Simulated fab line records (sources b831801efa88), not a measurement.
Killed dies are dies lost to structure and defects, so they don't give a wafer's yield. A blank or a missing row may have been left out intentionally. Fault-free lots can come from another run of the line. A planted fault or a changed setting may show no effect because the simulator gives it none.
Which tool was responsible? :: flow gf180mcu :: Sampling: 12 lots, 36 wafers, 6 of 602 route steps

## WHAT THE GAUGES READ, wafer by wafer
GF_VT_IMPLANT_RS_MEAS_46: a four-point-probe measurement. Usual: MVSD_RS typically reads 456.5 ohm/sq, with standard deviation 1.1.
lot: L171
measured: day 7 13:02
on: film-metro-02
MVSD_RS (ohm/sq): 455.8 457.3 456.5
flag: 

lot: L172
measured: day 7 23:17
on: film-metro-02
MVSD_RS (ohm/sq): 458.2 456.5 456.5
flag: 

lot: L173
measured: day 8 01:59
on: film-metro-02
MVSD_RS (ohm/sq): 455.1 455.2 456.7
flag: 

lot: L174
measured: day 8 06:51
on: film-metro-02
MVSD_RS (ohm/sq): 455.3 454.4 454.6
flag: 

lot: L176
measured: day 8 17:47
on: film-metro-02
MVSD_RS (ohm/sq): 455.9 455.4 455.4
flag: 

lot: L185
measured: day 10 19:41
on: film-metro-01
MVSD_RS (ohm/sq): 458.8 458.8 459.5
flag: 

lot: L187
measured: day 11 09:14
on: film-metro-02
MVSD_RS (ohm/sq): 456.0 457.4 457.1
flag: 

lot: L189
measured: day 12 00:37
on: film-metro-02
MVSD_RS (ohm/sq): 457.7 457.9 458.3
flag: 

lot: L191
measured: day 12 11:54
on: film-metro-04
MVSD_RS (ohm/sq): 456.9 456.4 456.0
flag: 

lot: L192
measured: day 12 21:17
on: film-metro-02
MVSD_RS (ohm/sq): 455.9 455.8 455.9
flag: 

lot: L193
measured: day 13 00:37
on: film-metro-01
MVSD_RS (ohm/sq): 455.9 456.2 456.1
flag: 

lot: L194
measured: day 13 08:21
on: film-metro-01
MVSD_RS (ohm/sq): 458.8 457.0 456.9
flag: 

GF_HV_LDD_RS_MEAS_53: a four-point-probe measurement. Usual: HV_LDD_RS typically reads 418.2 ohm/sq, with standard deviation 0.86.
lot: L171
measured: day 12 03:46
on: film-metro-04
HV_LDD_RS (ohm/sq): 418.4 419.4 418.9
flag: 

lot: L172
measured: day 12 10:32
on: film-metro-04
HV_LDD_RS (ohm/sq): 418.3 417.9 418.2
flag: 

lot: L173
measured: day 12 12:36
on: film-metro-01
HV_LDD_RS (ohm/sq): 418.2 417.6 417.5
flag: 

lot: L174
measured: day 12 20:25
on: film-metro-01
HV_LDD_RS (ohm/sq): 419.1 419.4 418.1
flag: 

lot: L176
measured: day 13 14:24
on: film-metro-02
HV_LDD_RS (ohm/sq): 417.2 426.3 425.4 417.3 427.1 425.4
flag: OFF

lot: L185
measured: day 16 15:44
on: film-metro-04
HV_LDD_RS (ohm/sq): 417.4 418.5 417.7
flag: 

lot: L187
measured: day 17 12:19
on: film-metro-02
HV_LDD_RS (ohm/sq): 418.9 417.7 418.2
flag: 

lot: L189
measured: day 18 09:27
on: film-metro-04
HV_LDD_RS (ohm/sq): 416.4 417.9 417.0
flag: 

lot: L191
measured: day 18 16:58
on: film-metro-04
HV_LDD_RS (ohm/sq): 418.5 418.5 418.9
flag: 

lot: L192
measured: day 19 06:37
on: film-metro-02
HV_LDD_RS (ohm/sq): 418.1 417.4 418.8
flag: 

lot: L193
measured: day 19 06:54
on: film-metro-01
HV_LDD_RS (ohm/sq): 418.6 418.8 418.7
flag: 

lot: L194
measured: day 19 22:05
on: film-metro-02
HV_LDD_RS (ohm/sq): 418.3 417.3 417.1
flag: 

GF_NSD_OVL_MEAS_08. Usual: NSD_OVL typically reads -0.1 nm, with standard deviation 1.4.
lot: L171
measured: day 13 03:41
on: overlay-01
NSD_OVL (nm): -1.2 -1.5 -3.2
flag: 

lot: L172
measured: day 13 14:51
on: overlay-02
NSD_OVL (nm): -1.5 -0.5 -1.6
flag: 

lot: L173
measured: day 13 16:06
on: overlay-02
NSD_OVL (nm): -1.2 0.1 1.7
flag: 

lot: L174
measured: day 13 22:13
on: overlay-01
NSD_OVL (nm): 0.7 -1.4 -1.6
flag: 

lot: L176
measured: day 14 12:46
on: overlay-02
NSD_OVL (nm): -0.3 0.3 0.7
flag: 

lot: L185
measured: day 17 17:57
on: overlay-02
NSD_OVL (nm): -1.0 0.9 -1.3
flag: 

lot: L187
measured: day 18 16:14
on: overlay-02
NSD_OVL (nm): -0.3 -0.3 -1.0
flag: 

lot: L189
measured: day 19 14:00
on: overlay-01
NSD_OVL (nm): -1.3 -0.3 -1.5
flag: 

lot: L191
measured: day 19 20:36
on: overlay-01
NSD_OVL (nm): -0.2 -0.7 0.6
flag: 

lot: L192
measured: day 20 09:50
on: overlay-02
NSD_OVL (nm): 0.0 -0.7 0.6
flag: 

lot: L193
measured: day 20 10:26
on: overlay-02
NSD_OVL (nm): 1.5 2.0 -0.9
flag: 

lot: L194
measured: day 21 01:26
on: overlay-02
NSD_OVL (nm): -1.4 -0.7 1.2
flag: 

## WHICH TOOL RAN EACH LOT (tool, then ch and the chambers of the sampled wafers, then the start)
lot: L171
GF_HV_LDD_IMPLANT_09: implanter-04 ch 0, day 9 19:09
GF_HV_LDD_STRIP_37: plasma-asher-04 ch 0, day 11 08:29
GF_HV_LDD_CVD_54: lpcvd-01 ch 1, day 12 04:38

lot: L172
GF_HV_LDD_IMPLANT_09: implanter-02 ch 0, day 10 02:10
GF_HV_LDD_STRIP_37: plasma-asher-02 ch 0,1, day 11 15:19
GF_HV_LDD_CVD_54: lpcvd-01 ch 0, day 12 11:50

lot: L173
GF_HV_LDD_IMPLANT_09: implanter-02 ch 0, day 10 03:13
GF_HV_LDD_STRIP_37: plasma-asher-01 ch 0,1, day 11 16:50
GF_HV_LDD_CVD_54: lpcvd-01 ch 0, day 12 16:41

lot: L174
GF_HV_LDD_IMPLANT_09: implanter-02 ch 0, day 10 09:50
GF_HV_LDD_STRIP_37: plasma-asher-01 ch 0,1, day 11 23:55
GF_HV_LDD_CVD_54: lpcvd-01 ch 0, day 12 22:33

lot: L176
GF_HV_LDD_IMPLANT_09: implanter-02 ch 0, day 11 04:31
GF_HV_LDD_STRIP_37: plasma-asher-02 ch 0,1, day 12 17:58
GF_HV_LDD_CVD_54: lpcvd-01 ch 0, day 13 17:01

lot: L185
GF_HV_LDD_IMPLANT_09: implanter-01 ch 0, day 13 21:26
GF_HV_LDD_STRIP_37: plasma-asher-01 ch 0,1, day 15 17:10
GF_HV_LDD_CVD_54: lpcvd-01 ch 1, day 16 15:50

lot: L187
GF_HV_LDD_IMPLANT_09: implanter-01 ch 0, day 14 14:46
GF_HV_LDD_STRIP_37: plasma-asher-02 ch 0, day 16 12:26
GF_HV_LDD_CVD_54: lpcvd-02 ch 0, day 17 13:15

lot: L189
GF_HV_LDD_IMPLANT_09: implanter-01 ch 0, day 15 10:49
GF_HV_LDD_STRIP_37: plasma-asher-04 ch 0,1, day 17 09:44
GF_HV_LDD_CVD_54: lpcvd-01 ch 1, day 18 10:17

lot: L191
GF_HV_LDD_IMPLANT_09: implanter-02 ch 0, day 15 17:44
GF_HV_LDD_STRIP_37: plasma-asher-02 ch 0,1, day 17 16:01
GF_HV_LDD_CVD_54: lpcvd-02 ch 0, day 18 17:02

lot: L192
GF_HV_LDD_IMPLANT_09: implanter-04 ch 0, day 16 06:43
GF_HV_LDD_STRIP_37: plasma-asher-04 ch 0,1, day 18 04:46
GF_HV_LDD_CVD_54: lpcvd-02 ch 0, day 19 06:43

lot: L193
GF_HV_LDD_IMPLANT_09: implanter-01 ch 0, day 16 06:50
GF_HV_LDD_STRIP_37: plasma-asher-02 ch 1, day 18 05:20
GF_HV_LDD_CVD_54: lpcvd-01 ch 0, day 19 07:01

lot: L194
GF_HV_LDD_IMPLANT_09: implanter-02 ch 0, day 16 20:05
GF_HV_LDD_STRIP_37: plasma-asher-04 ch 0,1, day 18 20:55
GF_HV_LDD_CVD_54: lpcvd-02 ch 0, day 19 22:10
- GF_HV_LDD_IMPLANT_09
- GF_HV_LDD_STRIP_37: strips in O2/N2.
- GF_HV_LDD_CVD_54: deposits SiO2 from TEOS, target thk 10 nm, time 75 s.

## WHAT THE TOOLS THEMSELVES READ (means of the sampled wafers that have a number; where no wafer has one, the mark that the record gives instead)
GF_HV_LDD_IMPLANT_09. Usual: faraday-current-uA at 562, with a standard deviation of 11.
lot: L171
tool: implanter-04
faraday-current-uA: 558
flag: 

lot: L172
tool: implanter-02
faraday-current-uA: 561
flag: 

lot: L173
tool: implanter-02
faraday-current-uA: 557
flag: 

lot: L174
tool: implanter-02
faraday-current-uA: 555
flag: 

lot: L176
tool: implanter-02
faraday-current-uA: 557
flag: 

lot: L185
tool: implanter-01
faraday-current-uA: 559
flag: 

lot: L187
tool: implanter-01
faraday-current-uA: 574
flag: 

lot: L189
tool: implanter-01
faraday-current-uA: 562
flag: 

lot: L191
tool: implanter-02
faraday-current-uA: 563
flag: 

lot: L192
tool: implanter-04
faraday-current-uA: 582
flag: 

lot: L193
tool: implanter-01
faraday-current-uA: 548
flag: 

lot: L194
tool: implanter-02
faraday-current-uA: 564
flag: 

GF_HV_LDD_STRIP_37. Usual: drypump-motor-current-A 5.7 A, standard deviation 0.31; heater-power-w 339 W, standard deviation 36; oes-product-au 0.716 a.u., standard deviation 0.0043; strip-time-to-endpoint-s 12.64 s, standard deviation 0.035.
lot: L171
tool: plasma-asher-04
drypump-motor-current-A (A): 5.8
heater-power-w (W): 306
oes-product-au (a.u.): 0.717
strip-time-to-endpoint-s (s): 12.62
flag: 

lot: L172
tool: plasma-asher-02
drypump-motor-current-A (A): 5.5
heater-power-w (W): 300
oes-product-au (a.u.): 0.714
strip-time-to-endpoint-s (s): 12.64
flag: 

lot: L173
tool: plasma-asher-01
drypump-motor-current-A (A): 5.8
heater-power-w (W): 373
oes-product-au (a.u.): 0.713
strip-time-to-endpoint-s (s): 12.70
flag: 

lot: L174
tool: plasma-asher-01
drypump-motor-current-A (A): 5.7
heater-power-w (W): 382
oes-product-au (a.u.): 0.712
strip-time-to-endpoint-s (s): 12.65
flag: 

lot: L176
tool: plasma-asher-02
drypump-motor-current-A (A): 5.5
heater-power-w (W): 298
oes-product-au (a.u.): 0.713
strip-time-to-endpoint-s (s): 12.63
flag: 

lot: L185
tool: plasma-asher-01
drypump-motor-current-A (A): 5.8
heater-power-w (W): 371
oes-product-au (a.u.): 0.717
strip-time-to-endpoint-s (s): 12.66
flag: 

lot: L187
tool: plasma-asher-02
drypump-motor-current-A (A): 6.1
heater-power-w (W): 323
oes-product-au (a.u.): 0.711
strip-time-to-endpoint-s (s): 12.64
flag: 

lot: L189
tool: plasma-asher-04
drypump-motor-current-A (A): 5.7
heater-power-w (W): 337
oes-product-au (a.u.): 0.719
strip-time-to-endpoint-s (s): 12.64
flag: 

lot: L191
tool: plasma-asher-02
drypump-motor-current-A (A): 5.8
heater-power-w (W): 309
oes-product-au (a.u.): 0.715
strip-time-to-endpoint-s (s): 12.58
flag: 

lot: L192
tool: plasma-asher-04
drypump-motor-current-A (A): 5.7
heater-power-w (W): 336
oes-product-au (a.u.): 0.720
strip-time-to-endpoint-s (s): 12.61
flag: 

lot: L193
tool: plasma-asher-02
drypump-motor-current-A (A): 5.2
heater-power-w (W): 288
oes-product-au (a.u.): 0.717
strip-time-to-endpoint-s (s): 12.60
flag: 

lot: L194
tool: plasma-asher-04
drypump-motor-current-A (A): 5.8
heater-power-w (W): 318
oes-product-au (a.u.): 0.715
strip-time-to-endpoint-s (s): 12.65
flag: 

GF_HV_LDD_CVD_54. Usual: zone-power-lower-pct at 9.9 %, with a standard deviation of 0.37.
lot: L171
tool: lpcvd-01
zone-power-lower-pct (%): 10.1
flag: 

lot: L172
tool: lpcvd-01
zone-power-lower-pct (%): 10.1
flag: 

lot: L173
tool: lpcvd-01
zone-power-lower-pct (%): 9.9
flag: 

lot: L174
tool: lpcvd-01
zone-power-lower-pct (%): 10.0
flag: 

lot: L176
tool: lpcvd-01
zone-power-lower-pct (%): 9.8
flag: 

lot: L185
tool: lpcvd-01
zone-power-lower-pct (%): 10.3
flag: 

lot: L187
tool: lpcvd-02
zone-power-lower-pct (%): 9.4
flag: 

lot: L189
tool: lpcvd-01
zone-power-lower-pct (%): 10.1
flag: 

lot: L191
tool: lpcvd-02
zone-power-lower-pct (%): 9.4
flag: 

lot: L192
tool: lpcvd-02
zone-power-lower-pct (%): 9.5
flag: 

lot: L193
tool: lpcvd-01
zone-power-lower-pct (%): 10.0
flag: 

lot: L194
tool: lpcvd-02
zone-power-lower-pct (%): 9.4
flag: 

## THE ANSWER, worked out from the rows above alone
Rule: lot off if the mean of its wafers having a number is beyond 3 standard deviations from the usual mean. Also off: a lot with no number at a reading for which 4 or more lots have one. Any other lot the step has rows for is counted as sound. After the gauges, taken in route order, come the tools' own readings; for these a lot's mean is taken, as printed above. At the first step where some lot is off, the reading lying furthest off is the one used; lots without a number count as furthest.
Off: at GF_HV_LDD_RS_MEAS_53 (HV_LDD_RS), L176.
If a tool, at a process step before that reading, ran all the lots that are off and no sound lot after the first of them, it fits. Those tools and the gauges at GF_HV_LDD_RS_MEAS_53 are tried in the same way. No candidate that was tried fits.

## WHAT THE SIMULATOR HAD PUT IN
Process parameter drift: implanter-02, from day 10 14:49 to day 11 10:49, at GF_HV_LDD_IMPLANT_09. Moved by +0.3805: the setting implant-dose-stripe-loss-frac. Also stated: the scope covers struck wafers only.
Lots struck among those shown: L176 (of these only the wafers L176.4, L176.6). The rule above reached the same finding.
